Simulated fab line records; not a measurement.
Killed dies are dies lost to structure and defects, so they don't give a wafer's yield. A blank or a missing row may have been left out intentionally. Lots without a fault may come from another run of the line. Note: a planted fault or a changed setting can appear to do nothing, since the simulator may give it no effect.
Split-lot study    flow sfq-line    23 wafers read from 5 lots, route of 325 steps

THE SPLIT
At SFQ_TRILAYER_L0_LITHO_PEB_008 (peb time 60 s), the setting peb-temp-c was moved away from the recipe's 115 C on 5 of the 23 wafers read, by -2.0% to +1.9%. All remaining wafers had this setting at the recipe value.

FROM THE SPLIT TO THE READING: what the file shows between them, 2 steps
- SFQ_TRILAYER_L0_LITHO_DEVELOP_007: time 60 s
- SFQ_TRILAYER_L0_BARC_OPEN_METAL_ETCH_010: etches BARC in O2, target depth 125 nm, time 41.7 s

THE READING
L0.cd-nm (the simulator's own value, which no gauge read), in nm, at SFQ_TRILAYER_L0_ETCH_METAL_ETCH_008 (etches MoNx KI in SF6/O2, stops on SiO2, target depth 50 nm, time 25 s). No usual value for it is given in the file. The 18 wafers here that ran the recipe average 2000 nm, standard deviation 1.5 nm.

wafer   tool, chamber at the split  peb-temp-c as run, C  against the recipe  L0.cd-nm, nm  against lot-mates on the recipe
L079.1  litho-track-04, 0           115                   recipe              1998          -
L079.2  litho-track-04, 0           115                   recipe              1999          -
L079.5  litho-track-04, 0           115                   recipe              1997          -
L080.1  litho-track-04, 0           115                   recipe              1999          -
L080.3  litho-track-04, 0           115                   recipe              1999          -
L080.5  litho-track-04, 0           115                   recipe              1999          -
L080.6  litho-track-04, 0           115                   recipe              1999          -
L080.2  litho-track-04, 0           115                   recipe              1998          -
L081.1  litho-track-04, 0           117.2                 +1.9%               1962          -37
L081.3  litho-track-04, 0           117.2                 +1.9%               1962          -37
L081.2  litho-track-04, 0           115                   recipe              1999          -
L081.5  litho-track-04, 0           115                   recipe              1999          -
L081.4  litho-track-04, 0           117.2                 +1.9%               1963          -36
L083.2  litho-track-03, 0           115                   recipe              2000          -
L083.3  litho-track-03, 0           115                   recipe              2000          -
L083.5  litho-track-03, 0           115                   recipe              2000          -
L083.6  litho-track-03, 0           115                   recipe              2000          -
L083.4  litho-track-03, 0           115                   recipe              2002          -
L084.1  litho-track-03, 0           112.7                 -2.0%               2049          +47
L084.3  litho-track-03, 0           112.7                 -2.0%               2049          +47
L084.2  litho-track-03, 0           115                   recipe              2002          -
L084.4  litho-track-03, 0           115                   recipe              2002          -
L084.6  litho-track-03, 0           115                   recipe              2002          -

FIT RESULTS
A straight line over all 23 wafers: L0.cd-nm changes by -21.8 nm for each +1% of peb-temp-c; r = -0.99; the points scatter about the line by 2.5 nm.
The same after taking each lot's own level away (the mean of its wafers on the recipe; 23 wafers): -21.1 nm for each +1%; r = -1.00; scatter 1.9 nm.
On that fit, the largest move of peb-temp-c shifts the reading by 42 nm.
Measured against the standard deviation above, the lots' own levels, which go from 1998.0 to 2002.0 nm, span 2.8 times it.
The two slopes agree, so the slope changes little with the lot-to-lot level.
Check: for one of the wafers moved furthest among these (-2.0%), held out of the fit, the line's prediction against its lot-mates is +41.6 nm. It came out at +47 nm against them.

THE OTHER SPLITS THESE WAFERS WENT THROUGH
These wafers also went through other splits before the reading. Each is held against what the fit with the lots' levels taken away leaves over:
other split on the same wafers                wafers away from the commonest value  r with L0.cd-nm (lot level and that fit taken away)
SFQ_TRILAYER_L0_LITHO_COAT_010 resist-thk-nm  5                                     +0.14

THE WHOLE CHAIN: every reading that the file lists as answering this split, in the file's order
step                                      what it does                                                            reading                                                    change (the file's fit)               r (the file's)
SFQ_TRILAYER_L0_BARC_OPEN_METAL_ETCH_010  etches BARC in O2, target depth 125 nm, time 41.7 s                     L0.cd-nm (the simulator's own value, which no gauge read)  -21.4 nm for each +1% of the setting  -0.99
SFQ_TRILAYER_L0_ETCH_METAL_ETCH_008       etches MoNx KI in SF6/O2, stops on SiO2, target depth 50 nm, time 25 s  L0.cd-nm (the simulator's own value, which no gauge read)  -21.5 nm for each +1% of the setting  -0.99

THE FILE'S OWN FIT
L0.cd-nm changes by -21.5 nm for each +1% of peb-temp-c, r = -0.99.
